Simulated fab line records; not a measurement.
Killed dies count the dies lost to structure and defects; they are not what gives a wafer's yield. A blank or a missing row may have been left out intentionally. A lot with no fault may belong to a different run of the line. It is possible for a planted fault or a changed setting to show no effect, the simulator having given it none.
Which tool was responsible? | flow gf180mcu | 14 lots with 42 wafers sampled at 2 steps, on a route of 602 steps

## WHAT THE GAUGES READ, wafer by wafer
GF_HV_LDD_CD_MEAS_07 targets a cd of 400 nm. Usual: cd_nm reads 399.6 nm (standard deviation 1.8).
lot  | measured     | on        | cd_nm (nm)        | flag
L123 | day 10 00:23 | cd_sem-01 | 398.2 396.3 397.9 |
L124 | day 10 03:55 | cd_sem-02 | 399.1 397.9 397.6 |
L125 | day 10 15:10 | cd_sem-01 | 399.1 397.0 397.0 |
L126 | day 10 20:56 | cd_sem-01 | 401.7 401.2 399.3 |
L128 | day 11 08:59 | cd_sem-01 | 400.1 401.2 399.9 |
L129 | day 11 19:53 | cd_sem-01 | 398.8 395.3 395.3 |
L130 | day 12 02:18 | cd_sem-01 | 399.3 402.3 400.7 |
L131 | day 12 09:17 | cd_sem-01 | 401.7 400.0 400.6 |
L136 | day 13 21:38 | cd_sem-01 | 401.0 400.8 401.7 |
L138 | day 14 17:54 | cd_sem-01 | 400.4 402.0 400.5 |
L140 | day 15 05:51 | cd_sem-01 | 400.4 399.3 400.4 |
L143 | day 16 04:36 | cd_sem-02 | 400.6 400.0 400.6 |
L145 | day 16 21:51 | cd_sem-02 | 397.3 398.4 397.3 |
L146 | day 17 03:34 | cd_sem-02 | 398.1 399.3 398.5 |

GF_HV_LDD_OVL_MEAS_32. Usual: HV_LDD_02_OVL typically reads -0.1 nm, with standard deviation 1.2.
lot  | measured     | on         | HV_LDD_02_OVL (nm) | flag
L123 | day 11 12:39 | overlay-02 | -0.3 0.6 -0.6      |
L124 | day 11 17:21 | overlay-01 | -0.7 -0.4 1.4      |
L125 | day 12 05:37 | overlay-02 | -0.6 -0.1 -0.4     |
L126 | day 12 11:31 | overlay-02 | -0.8 -1.3 -2.2     |
L128 | day 12 23:37 | overlay-02 | -1.0 -1.9 0.2      |
L129 | day 13 12:19 | overlay-02 | 0.3 0.6 0.5        |
L130 | day 13 19:45 | overlay-01 | 1.4 0.4 -0.7       |
L131 | day 14 02:31 | overlay-02 | -1.4 -0.3 -1.5     |
L136 | day 15 17:23 | overlay-01 | -0.8 -1.5 -2.2     |
L138 | day 16 14:40 | overlay-01 | 0.6 0.4 1.8        |
L140 | day 17 03:49 | overlay-02 | -0.6 -1.2 -2.7     |
L143 | day 18 03:34 | overlay-01 | 0.5 1.4 -1.0       |
L145 | day 18 21:16 | overlay-01 | 1.5 3.8 0.9        |
L146 | day 19 04:19 | overlay-02 | -0.2 -0.7 -0.2     |

## WHAT TOOL EACH LOT RAN ON (gives the tool, then ch and the chambers of the sampled wafers, and finally the start)
Before these readings, the record contains no process step.

## WHAT THE TOOLS THEMSELVES READ (means of the sampled wafers that have a number; where no wafer has one, the mark that the record gives instead)
The record holds no such reading with a usual standard deviation.

## THE ANSWER, worked out from the rows above alone
Rule: take the mean of a lot's wafers that have a number; if it is more than 3 standard deviations from the usual mean, the lot is off. Also off: a lot with no number at a reading for which 4 or more lots have one. Any other lot the step has rows for is counted as sound. The gauges are gone through in route order, then the tools' own readings, and for those a lot's mean is taken as printed above. The first step at which some lot is off is used, and at that step the reading that is off furthest; a lot without a number counts as furthest.
Across all readings shown, no lot is off: no conclusion can be drawn from this.

## WHAT WAS PUT IN BY THE SIMULATOR
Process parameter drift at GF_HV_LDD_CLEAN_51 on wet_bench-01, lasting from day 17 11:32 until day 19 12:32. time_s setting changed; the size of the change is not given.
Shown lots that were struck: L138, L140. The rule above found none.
